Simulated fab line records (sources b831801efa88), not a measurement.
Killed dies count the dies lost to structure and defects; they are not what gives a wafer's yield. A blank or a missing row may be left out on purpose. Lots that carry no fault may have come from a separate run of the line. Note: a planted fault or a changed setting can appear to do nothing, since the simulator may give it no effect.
Chamber matching -- flow gf180mcu -- GF_V4_CMP_26 on cmp-02: 4 sister chambers
The step polishes, stops on SiO2, t overpolish 15 s, target thk 0 nm. 18 wafers are shown with their chamber, then 9 later ones without.

## WAFERS, EACH WITH ITS CHAMBER
wafer,chamber,motor_current_A (A),time_to_endpoint_s (s),overpolish_run_s (s)
L679.1,0,11.2,90.8,15.003
L679.3,3,10.9,83.9,14.999
L679.5,3,10.3,86.2,15.016
L684.2,0,10.9,88.1,14.995
L684.5,0,10.8,85.4,15.002
L684.6,1,9.9,85.4,14.985
L688.1,1,10.7,78.4,14.993
L688.4,3,11.2,80.9,15.009
L688.5,1,10.2,82.2,14.996
L689.1,0,10.6,85.1,15.000
L689.2,1,10.1,80.1,14.999
L689.5,0,11.1,87.3,14.997
L690.4,2,10.5,79.8,15.003
L690.5,3,10.2,81.5,15.003
L690.6,0,10.5,77.9,15.000
L691.1,2,9.9,81.4,15.016
L691.3,1,10.5,80.2,15.012
L691.4,3,10.8,84.9,15.011

SIGNATURES, as means of the wafers listed above
reading,chamber 0,chamber 1,chamber 2,chamber 3,scatter within a chamber
motor_current_A,10.850,10.280,10.200,10.680,0.345
time_to_endpoint_s,85.767,81.260,80.600,83.480,3.23
overpolish_run_s,14.99950,14.99700,15.00950,15.00760,0.00707
Rule: a wafer's distance from a chamber is the root of the sum, over the readings, of the square of ((its reading less the chamber's mean) divided by the reading's scatter). The wafer belongs to the nearest chamber; if the next one is less than 2 further off, it can't be placed. The scatter is the square root of a quotient: the sum, over the shown wafers, of each reading's squared deviation from its chamber's mean, divided by wafers minus chambers.

## WAFERS MISSING THEIR CHAMBER
wafer,motor_current_A (A),time_to_endpoint_s (s),overpolish_run_s (s)
L695.1,11.1,83.8,15.015
L695.3,11.5,81.8,14.975
L695.5,10.4,80.5,14.999
L697.1,10.7,86.3,14.998
L697.2,10.6,83.8,15.014
L697.6,10.2,84.6,14.995
L698.1,10.8,84.7,14.995
L698.2,10.4,85.8,15.016
L698.4,10.4,84.3,14.993

## WHICH CHAMBER EACH WENT THROUGH
wafer,from the rows above,in truth
L695.1,can't be placed: 3 or 0 or 2 or 1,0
L695.3,can't be placed: 0 or 1 or 3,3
L695.5,can't be placed: 1 or 2 or 3 or 0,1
L697.1,can't be placed: 0 or 3 or 1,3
L697.2,can't be placed: 3 or 2 or 0 or 1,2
L697.6,can't be placed: 1 or 0 or 3 or 2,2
L698.1,can't be placed: 0 or 3 or 1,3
L698.2,can't be placed: 3 or 2 or 0 or 1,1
L698.4,can't be placed: 1 or 0 or 3 or 2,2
0 of 9 placed correctly. Unplaceable from these rows: 9, with the true chamber sitting among the candidates in 9. Placed wrongly: 0.
